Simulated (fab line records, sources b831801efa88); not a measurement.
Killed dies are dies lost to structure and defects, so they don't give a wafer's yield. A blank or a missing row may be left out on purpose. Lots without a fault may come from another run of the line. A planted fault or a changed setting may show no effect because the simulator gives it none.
Which tool did it? | flow sky130 | 14 lots, 42 wafers sampled, at 3 steps of a route of 708

WHAT THE GAUGES READ, wafer by wafer
SKY_CAPM_OVL_MEAS_12. Usual: CAPM_OVL -1.2 nm, standard deviation 1.4.
lot  | measured     | on         | CAPM_OVL (nm)  | flag
L982 | day 37 12:04 | overlay-02 | -2.5 -0.5 -1.8 |
L984 | day 37 18:58 | overlay-02 | -2.8 -4.0 -3.7 |
L985 | day 38 04:46 | overlay-01 | -2.9 -1.5 -1.8 |
L986 | day 38 17:44 | overlay-02 | -1.5 -2.1 -2.3 |
L987 | day 39 00:35 | overlay-02 | -0.6 -0.2 -0.1 |
L992 | day 40 10:45 | overlay-02 | 0.1 1.4 2.1    |
L993 | day 41 00:16 | overlay-01 | -1.4 1.3 -0.4  |
L994 | day 41 04:25 | overlay-01 | -5.1 -3.6 -3.1 |
L997 | day 41 19:56 | overlay-02 | -1.9 -0.5 -1.7 |
L999 | day 42 14:55 | overlay-02 | -1.3 -0.7 -0.5 |
L100 | day 42 23:43 | overlay-02 | 0.0 -0.2 -3.2  |
L101 | day 43 00:15 | overlay-02 | 0.4 -0.4 -1.4  |
L103 | day 43 11:08 | overlay-01 | -1.0 -1.0 1.0  |
L105 | day 44 01:56 | overlay-01 | -2.3 -5.2 -2.3 |

WHICH TOOL RAN EACH LOT (tool, then ch and the chambers of the sampled wafers, then the start)
lot  | SKY_NWELL_CLEAN_00             | SKY_VIA2_CVD_21
L982 | wet_bench-02 ch 3, day 2 12:07 | cvd_w-01 ch 0,1, day 36 09:11
L984 | wet_bench-04 ch 2, day 2 18:35 | cvd_w-01 ch 0, day 36 17:08
L985 | wet_bench-01 ch 1, day 3 00:13 | cvd_w-01 ch 0,1, day 37 01:45
L986 | wet_bench-02 ch 2, day 3 07:50 | cvd_w-02 ch 0,1, day 37 15:44
L987 | wet_bench-02 ch 1, day 3 12:03 | cvd_w-01 ch 0,1, day 37 23:43
L992 | wet_bench-02 ch 3, day 4 14:47 | cvd_w-02 ch 0,1, day 39 09:55
L993 | wet_bench-02 ch 3, day 4 18:38 | cvd_w-02 ch 0,1, day 39 22:44
L994 | wet_bench-02 ch 2, day 5 01:05 | cvd_w-02 ch 0,1, day 40 02:55
L997 | wet_bench-04 ch 3, day 5 14:42 | cvd_w-02 ch 0, day 40 18:58
L999 | wet_bench-04 ch 2, day 6 06:51 | cvd_w-01 ch 0,1, day 41 15:05
L100 | wet_bench-04 ch 2, day 6 10:38 | cvd_w-01 ch 0,1, day 41 23:02
L101 | wet_bench-04 ch 1, day 6 12:40 | cvd_w-01 ch 0,1, day 42 00:53
L103 | wet_bench-01 ch 1, day 6 22:29 | cvd_w-01 ch 0,1, day 42 10:50
L105 | wet_bench-04 ch 1, day 7 11:46 | cvd_w-02 ch 0,1, day 43 02:11
- SKY_NWELL_CLEAN_00: cleans in SC1/SC2, time 150 s.
- SKY_VIA2_CVD_21: deposits W, target thk 420 nm, time 126.4 s.

WHAT THE TOOLS THEMSELVES READ (means of the sampled wafers that have a number; where no wafer has one, the mark that the record gives instead)
SKY_VIA2_CVD_21. Usual: heater_power_w 936 W, standard deviation 64.
lot  | tool     | heater_power_w (W) | flag
L982 | cvd_w-01 | 979                |
L984 | cvd_w-01 | 942                |
L985 | cvd_w-01 | 975                |
L986 | cvd_w-02 | 901                |
L987 | cvd_w-01 | 940                |
L992 | cvd_w-02 | 906                |
L993 | cvd_w-02 | 907                |
L994 | cvd_w-02 | 906                |
L997 | cvd_w-02 | 1009               |
L999 | cvd_w-01 | 903                |
L100 | cvd_w-01 | 913                |
L101 | cvd_w-01 | 900                |
L103 | cvd_w-01 | 910                |
L105 | cvd_w-02 | 905                |

THE ANSWER, worked out from the rows above alone
Rule: a lot is off if the mean of its wafers that have a number lies more than 3 standard deviations from the usual mean. A lot without any number at a reading at which 4 lots or more have one is off too. The other lots that the step has rows for count as sound. The gauges are gone through in route order, then the tools' own readings, and for those a lot's mean is taken as printed above. The first step at which some lot is off is used, and at that step the reading that is off furthest; a lot without a number counts as furthest.
No lot is off at any reading shown: from this, nothing can be told.

WHAT THE SIMULATOR HAD PUT IN
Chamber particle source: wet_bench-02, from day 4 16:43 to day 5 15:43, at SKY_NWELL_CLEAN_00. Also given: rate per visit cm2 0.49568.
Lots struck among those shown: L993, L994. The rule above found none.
